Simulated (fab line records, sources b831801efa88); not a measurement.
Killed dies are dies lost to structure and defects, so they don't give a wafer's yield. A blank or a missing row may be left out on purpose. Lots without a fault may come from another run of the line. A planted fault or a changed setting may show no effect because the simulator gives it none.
fab line records | flow sky130
record lots=5 wafers=15 last_day=50
route steps=708 shown METAL3@556 PAD_OPEN@708
lots that met no fault: from a run of the same line without faults
start_h: hours from the record's first day to the start of the lot's first wafer shown | wait_h: hours since the lot's step before | " the same as in the row above | L1.1+2: a row that stands for several wafers | - no value, or no start given | * or withheld: withheld | < > ~ a bound
route shown NAME@n: a module of which the file shows steps, and the number in the route of the first | usual: mean/standard deviation of fault-free wafers | same: alike in all rows | chamber/n: place in a boat | sites: the reading at each site | _std_site: their standard deviation | _edge_site: outer sites' mean less inner sites' | radius_mm: how far each site lies from the wafer's centre | mask NAME#n: copy n | behind: the tool/chamber that last shaped the wafer | hold: why the lot was held/for how many hours/how that ended | device: the transistor (n, p or np) that didn't switch | end of line: the same wafers' tests at the end of the route | a step without rows: its recipe alone | killed: dies lost to structure and defects at the first sort, not the wafer's yield | map: a wafer's dies, x killed, . not, _ none there
set.NAME: the setting as run; set.NAME@STEP: as run at that earlier step | model.NAME: the simulator's own value behind a step, which no gauge read
lots at some steps of the route; a table a step, a row a wafer
services: from which hour (start_h, from the record's first day; less than 0 if before it) a tool's chamber was out of use, for how many hours, and why
## steps
# step SKY_METAL3_HMDS_06
# recipe prime_time_s=60 prime_temp_c=120
# step SKY_METAL3_COAT_07
# recipe resist=BARC temp_c=withheld time_s=withheld spin_rpm=3000 resist_thk_nm=60
# step SKY_METAL3_COAT_08
# recipe resist=KrF-thick spin_rpm=3000 resist_thk_nm=1140
# step SKY_METAL3_SOFTBAKE_09
# recipe temp_c=100 time_s=90 resist=KrF-thick
# step SKY_METAL3_EXPOSE_10
# recipe mask_id=MM3 na=0.68 source_shape=annular sigma_inner=0.4 sigma_outer=0.8 target_cd_nm=300 dose_mj=28
# step SKY_METAL3_PEB_11
# recipe peb_temp_c=withheld peb_time_s=withheld resist=KrF-thick
# step SKY_METAL3_DEVELOP_12
# recipe develop_time_s=60 resist=KrF-thick dev_temp_c=21
# step SKY_METAL3_CD_MEAS_13
# recipe target_cd_nm=300
# usual cd_nm=300.0/1.4
# columns lot.wafer tool chamber start_h wait_h cd_nm
L305.2 cd_sem-01 - 905.92 - 300.1
L305.4 " - " " 299.9
L305.6 " - " " 299.1
L317.3 cd_sem-01 - 990.70 - 299.0
L317.4 " - " " 298.9
L317.6 " - " " 299.6
L318.2 cd_sem-01 - 1001.02 - 302.2
L318.4 " - " " 300.0
L318.6 " - " " 300.7
L325.1 cd_sem-02 - 1040.61 - 299.5
L325.4 " - " " 300.2
L325.5 " - " " 301.9
L327.1 cd_sem-02 - 1049.50 - 300.0
L327.4 " - " " 300.3
L327.6 " - " " 298.1
# step SKY_METAL3_OVL_MEAS_14
# usual METAL3_OVL=-2/5.6
# columns lot.wafer tool chamber start_h wait_h METAL3_OVL[nm]
L305.2 overlay-01 - 906.03 0.1 2
L305.4 " - " " 0
L305.6 " - " " 0
L317.3 overlay-02 - 990.79 0.1 -1
L317.4 " - " " 5
L317.6 " - " " 8
L318.2 overlay-02 - 1001.13 0.1 -5
L318.4 " - " " -5
L318.6 " - " " -5
L325.1 overlay-02 - 1040.73 0.1 -1
L325.4 " - " " 4
L325.5 " - " " 1
L327.1 overlay-01 - 1049.62 0.1 7
L327.4 " - " " 8
L327.6 " - " " 1
# step SKY_METAL3_DESCUM_15
# recipe chemistry=O2 source_power_w=150 bias_power_w=0 pressure_mtorr=10 temp_c=40 time_s=8
# usual drypump_motor_current_A=6.0/0.39 oes_product_au=1.006/0.0072
# columns lot.wafer tool chamber start_h wait_h drypump_motor_current_A oes_product_au rf_hours_counter_h
L305.2 rie_metal-03 0 906.06 0.0 5.5 0.997 11
L305.4 " 1 " " 5.9 1.005 -
L305.6 " 1 " " 5.9 1.000 -
L317.3 rie_metal-03 0 990.82 0.0 5.5 1.009 -
L317.4 " 1 " " 5.9 1.001 -
L317.6 " 0 " " 5.5 1.011 -
L318.2 rie_metal-03 1 1001.16 0.0 5.9 1.007 8
L318.4 " 1 " " 5.9 1.010 -
L318.6 " 1 " " 5.9 1.014 -
L325.1 rie_metal-04 1 1040.76 0.0 6.0 1.007 12
L325.4 " 1 " " 6.0 1.017 -
L325.5 " 0 " " 6.5 1.010 -
L327.1 rie_metal-02 0 1049.66 0.0 6.4 1.001 20
L327.4 " 0 " " 6.4 1.000 -
L327.6 " 0 " " 6.4 1.002 -
# step SKY_METAL3_ETCH_16
# recipe chemistry=N2/H2 target=BARC ion_energy_ev=200 bias_w=100 pressure_mtorr=30 n2_flow_sccm=100 h2_flow_sccm=200 icp_w=500 stop_on=SiO2 time_s=88.2 target_depth_a=600
# usual bias_w=100.0/0.33 drypump_motor_current_A=6.0/0.39 n2_flow_sccm=100.0/0.31 oes_product_au=0.626/0.0041 throttle_valve_pct=13.204/0.0088
# columns lot.wafer tool chamber start_h wait_h bias_w drypump_motor_current_A n2_flow_sccm oes_product_au rf_hours_counter_h throttle_valve_pct
L305.2 rie_metal-03 0 906.09 0.0 99.7 5.6 99.7 0.624 11 13.218
L305.4 " 1 " " 99.8 5.9 99.8 0.621 - 13.208
L305.6 " 1 " " 99.9 5.9 99.8 0.630 - 13.206
L317.3 rie_metal-03 0 990.88 0.0 100.1 5.6 100.4 0.625 - 13.203
L317.4 " 1 " " 100.2 5.9 100.1 0.621 - 13.197
L317.6 " 0 " " 100.2 5.6 100.1 0.621 - 13.195
L318.2 rie_metal-03 1 1001.19 0.0 99.9 6.0 100.7 0.624 8 13.194
L318.4 " 1 " " 99.6 5.9 100.6 0.622 - 13.212
L318.6 " 1 " " 100.3 6.0 100.3 0.623 - 13.193
L325.1 rie_metal-04 1 1040.79 0.0 99.9 6.0 99.9 0.630 12 13.186
L325.4 " 1 " " 99.7 6.0 100.3 0.624 - 13.195
L325.5 " 0 " " 99.3 6.5 100.1 0.629 - 13.200
L327.1 rie_metal-02 0 1049.69 0.0 99.6 6.4 100.2 0.626 20 13.200
L327.4 " 0 " " 99.7 6.4 100.3 0.627 - 13.207
L327.6 " 0 " " 99.9 6.4 100.1 0.623 - 13.217
# step SKY_METAL3_ETCH_17
# recipe target=SiO2 stop_on=TiN chemistry=C4F8/O2/Ar source_w=1500 bias_w=1200 pressure_mtorr=40 c4f8_flow_sccm=withheld O2_flow_sccm=6 Ar_flow_sccm=300 time_s=3.9 target_depth_a=150
# usual bias_w=1200/3.4 oes_product_au=0.754/0.0065
# columns lot.wafer tool chamber start_h wait_h bias_w oes_product_au rf_hours_counter_h
L305.2 rie_diel-04 3 906.19 0.1 1198 0.754 17
L305.4 " 0 " " 1202 0.757 1
L305.6 " 3 " " 1201 0.748 -
L317.3 rie_diel-03 0 990.94 0.0 1199 0.757 13
L317.4 " 3 " " 1195 0.761 25
L317.6 " 2 " " 1201 0.756 -
L318.2 rie_diel-04 2 1001.29 0.1 1200 0.750 18
L318.4 " 0 " " 1204 0.756 4
L318.6 " 0 " " 1205 0.754 -
L325.1 rie_diel-04 1 1040.89 0.1 1197 0.754 12
L325.4 " 0 " " 1201 0.762 5
L325.5 " 1 " " 1201 0.759 -
L327.1 rie_diel-01 0 1049.79 0.1 1203 0.760 9
L327.4 " 2 " " 1200 0.752 20
L327.6 " 3 " " 1198 0.765 -
# step SKY_METAL3_METAL_ETCH_18
# recipe target_depth_a=8450 stop_on=SiO2 over_etch_frac=0.3 time_s=183.1 chemistry=Cl2/BCl3 resist_sidewall_deg=88 pressure_mtorr=10 icp_w=900 bias_w=48.5 Cl2_flow_sccm=60 bcl3_flow_sccm=30
# usual bias_w=48.52/0.16 drypump_motor_current_A=6.0/0.35 oes_product_au=0.866/0.0059 throttle_valve_pct=22.264/0.0092
# columns lot.wafer tool chamber start_h wait_h bias_w drypump_motor_current_A oes_product_au rf_hours_counter_h throttle_valve_pct model.KrF-thick_of_METAL3_COAT_08.thk_nm model.SiO2_of_VIA2_HDPCVD_00.thk_nm
L305.2 rie_metal-04 1 906.21 0.0 48.27 6.0 0.858 5 22.283 521.7 463.9
L305.4 " 0 " " 48.63 6.4 0.864 - 22.276 518.9 465.1
L305.6 " 0 " " 48.33 6.4 0.871 - 22.261 518.4 464.7
L317.3 rie_metal-04 1 991.02 0.1 48.14 6.0 0.858 - 22.266 532.6 464.5
L317.4 " 0 " " 48.55 6.5 0.863 - 22.248 523.5 464.3
L317.6 " 1 " " 48.38 5.9 0.857 - 22.249 534 464
L318.2 rie_metal-04 1 1001.31 0.0 48.58 6.0 0.855 10 22.265 609.1 471.4
L318.4 " 0 " " 48.18 6.5 0.855 - 22.266 514.7 464.8
L318.6 " 0 " " 48.50 6.4 0.858 - 22.269 518.3 464.7
L325.1 rie_metal-03 0 1040.91 0.0 48.57 5.5 0.862 19 22.284 528.5 464.3
L325.4 " 0 " " 48.43 5.5 0.873 - 22.268 526.3 464.2
L325.5 " 0 " " 48.61 5.5 0.866 - 22.255 524.4 464.4
L327.1 rie_metal-03 0 1049.81 0.0 48.28 5.5 0.869 20 22.262 526.7 464.4
L327.4 " 1 " " 48.40 5.9 0.871 - 22.263 522.1 465
L327.6 " 1 " " 48.52 5.9 0.865 - 22.268 519.9 464.1
# step SKY_METAL3_STRIP_19
# recipe chemistry=O2/N2 power_w=1400 pressure_mtorr=1500 platen_temp_c=withheld o2_flow_sccm=3000 n2_flow_sccm=300 overash_fraction=0.5
# usual drypump_motor_current_A=5.80/0.23 n2_flow_sccm=299.8/1 oes_product_au=0.501/0.005 strip_time_to_endpoint_s=6.49/0.071
# columns lot.wafer tool chamber start_h wait_h drypump_motor_current_A n2_flow_sccm oes_product_au rf_hours_counter_h strip_time_to_endpoint_s
L305.2 plasma_asher-04 0 906.39 0.1 6.02 299.4 0.494 101 6.48
L305.4 " 1 " " 5.29 300.0 0.504 - 6.44
L305.6 " 0 " " 5.98 298.9 0.501 - 6.44
L317.3 plasma_asher-02 0 991.17 0.1 5.79 297.5 0.503 - 6.59
L317.4 " 1 " " 6.08 300.3 0.509 - 6.50
L317.6 " 0 " " 5.81 300.1 0.509 - 6.60
L318.2 plasma_asher-03 1 1001.49 0.1 5.71 300.8 0.539 91 7.33
L318.4 " 1 " " 5.71 301.4 0.501 - 6.42
L318.6 " 1 " " 5.69 300.9 0.496 - 6.48
L325.1 plasma_asher-02 0 1041.09 0.1 5.80 301.3 0.502 59 6.55
L325.4 " 0 " " 5.77 302.3 0.508 - 6.53
L325.5 " 0 " " 5.80 300.8 0.501 - 6.50
L327.1 plasma_asher-03 0 1049.99 0.1 5.83 300.0 0.501 96 6.52
L327.4 " 1 " " 5.74 299.0 0.498 - 6.49
L327.6 " 0 " " 5.77 300.9 0.497 - 6.46
# step SKY_METAL3_STRIP_20
# recipe chemistry=post_etch_residue_remover time_s=1200 temp_c=72.5
# step SKY_PAD_OPEN_PROBE_99
# usual defect_limited_yield=82.5/1.9 killed_at_M0_to_M3=43/6.8 killed_at_M4_up=3.2/1.7 killed_at_contacts=24/5.7 killed_at_front_end=16/4.3 killed_at_other=0.3/0.56 killed_dies=86/9.5 killed_open=47/6.9 killed_short=39/5.8 sort_bin_3_pad_short=0.9/0.39 sort_bin_5_function=10.3/1.5 sort_bin_6_memory=6.3/1.1 sort_n_pass=406/9.5 sort_yield_pct=82.5/1.9
# same gross_dies=492 killed_at_back_side=0 sort_bin_4_leakage[%]=0 sort_bin_8_speed[%]=0
# columns lot.wafer tool chamber start_h wait_h defect_limited_yield[%] killed_at_M0_to_M3 killed_at_M4_up killed_at_contacts killed_at_front_end killed_at_other killed_dies killed_open killed_short sort_bin_3_pad_short[%] sort_bin_5_function[%] sort_bin_6_memory[%] sort_n_pass sort_yield_pct[%]
L305.2 prober-02 - 1078.46 0.1 80.7 48 4 29 14 0 95 48 47 1.2 11.0 7.1 397 80.7
L305.4 prober-02 - 1078.56 0.2 78.5 54 4 29 19 0 106 57 48 1.4 12.0 8.1 386 78.5
L305.6 prober-02 - 1078.66 0.2 79.1 52 5 27 19 0 103 66 37 0.4 12.4 8.1 389 79.1
L318.2 prober-01 - 1157.41 0.1 83.5 33 5 28 15 0 81 50 31 0.4 11.0 5.1 411 83.5
L318.4 prober-01 - 1157.51 0.2 79.5 41 3 37 20 0 101 50 51 0.8 13.2 6.5 391 79.5
L318.6 prober-01 - 1157.61 0.2 81.7 48 3 24 15 0 90 56 34 0.2 12.4 5.7 402 81.7
L325.1 prober-01 - 1186.83 0.1 82.5 44 2 23 15 2 86 48 38 1.0 9.1 7.3 406 82.5
L325.4 prober-01 - 1186.98 0.2 83.7 42 1 25 11 1 80 42 37 1.2 8.9 6.1 412 83.7
L325.5 prober-01 - 1187.03 0.2 81.9 49 3 22 15 0 89 49 40 0.6 11.0 6.5 403 81.9
# killed by level:class
L305.2 CONTACT:geometric_particle:open=12 VIA1:geometric_particle:open=11 METAL1:geometric_particle:short=9 LI_CONTACT:geometric_particle:open=7 VIA3:geometric_particle:open=7 FIELD_ISO:geometric_particle:short=6 VIA2:geometric_particle:open=5 LOCAL_INTERCONNECT:geometric_particle:short=5
L305.4 CONTACT:geometric_particle:open=12 VIA1:geometric_particle:open=10 VIA2:geometric_particle:open=8 METAL2:geometric_particle:short=7 VIA3:geometric_particle:short=7 POLY_GATE:geometric_particle:short=6 METAL1:geometric_particle:short=6 VIA3:geometric_particle:open=6
L305.6 VIA1:geometric_particle:open=17 VIA3:geometric_particle:open=11 LI_CONTACT:geometric_particle:open=9 POLY_GATE:geometric_particle:open=8 CONTACT:geometric_particle:open=8 VIA2:geometric_particle:open=6 METAL4:geometric_particle:short=5 METAL2:geometric_particle:short=5
L318.2 VIA1:geometric_particle:open=10 CONTACT:geometric_particle:open=9 LI_CONTACT:geometric_particle:open=8 CONTACT:geometric_particle:short=6 VIA1:geometric_particle:short=5 VIA2:geometric_particle:open=5 FIELD_ISO:geometric_particle:short=4 VIA3:geometric_particle:short=4
L318.4 LI_CONTACT:geometric_particle:open=10 CONTACT:geometric_particle:open=10 VIA1:geometric_particle:open=8 VIA2:geometric_particle:open=7 POLY_GATE:geometric_particle:short=6 CONTACT:geometric_particle:short=6 FIELD_ISO:geometric_particle:short=5 LOCAL_INTERCONNECT:geometric_particle:short=5
L318.6 VIA1:geometric_particle:open=14 LI_CONTACT:geometric_particle:open=10 VIA3:geometric_particle:open=8 CONTACT:geometric_particle:open=7 METAL2:geometric_particle:short=7 POLY_GATE:geometric_particle:open=5 VIA2:geometric_particle:open=5 METAL1:geometric_particle:short=5
L325.1 VIA1:geometric_particle:open=10 VIA3:geometric_particle:open=8 CONTACT:geometric_particle:open=7 LI_CONTACT:geometric_particle:open=6 VIA2:geometric_particle:open=5 FIELD_ISO:geometric_particle:open=5 METAL1:geometric_particle:short=5 VIA1:geometric_particle:short=5
L325.4 CONTACT:geometric_particle:open=9 VIA1:geometric_particle:short=8 VIA2:geometric_particle:open=7 CONTACT:geometric_particle:short=6 METAL2:geometric_particle:short=6 VIA1:geometric_particle:open=6 VIA3:geometric_particle:open=6 POLY_GATE:geometric_particle:open=4
L325.5 VIA1:geometric_particle:open=11 VIA3:geometric_particle:open=7 LOCAL_INTERCONNECT:geometric_particle:short=6 POLY_GATE:geometric_particle:open=5 LI_CONTACT:geometric_particle:open=5 VIA2:geometric_particle:open=5 CONTACT:geometric_particle:open=5 VIA1:geometric_particle:short=5
## services
# columns tool chamber start_h hours kind
rie_diel-01 - 888.90 1.0 repair
rie_diel-04 1 896.15 8.5 repair
plasma_asher-03 - 921.52 1.1 repair
rie_diel-04 2 925.67 8.3 repair
rie_diel-01 3 942.61 4.4 repair
rie_metal-03 1 948.72 16.2 repair
rie_diel-01 1 980.43 18.8 repair
rie_diel-03 - 1024.52 15.6 pm
rie_diel-01 0 1030.83 5.2 repair
rie_diel-03 0 1040.67 4.8 repair
rie_diel-03 1 1042.71 4.4 repair
rie_diel-03 - 1047.35 0.5 repair
## key
first_sign step=SKY_METAL3_STRIP_19 reading=strip_time_to_endpoint_s direction=up sigmas=12 usual=* struck=*
effect step=SKY_METAL3_STRIP_19 reading=oes_product_au direction=up sigmas=7.6 usual=0.501 struck=0.539
model_effect step=SKY_METAL3_METAL_ETCH_18 value=KrF-thick_of_METAL3_COAT_08.thk_nm without=532.3 struck=609.1
met_at SKY_METAL3_METAL_ETCH_18
struck_wafers L318.2
onset_between 991.02 1001.31
fault kind=process_parameter_drift tool=rie_metal-04 chamber=1 onset_h=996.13 steps=SKY_METAL3_METAL_ETCH_18 channel=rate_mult offset=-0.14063 shape=step end_h=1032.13
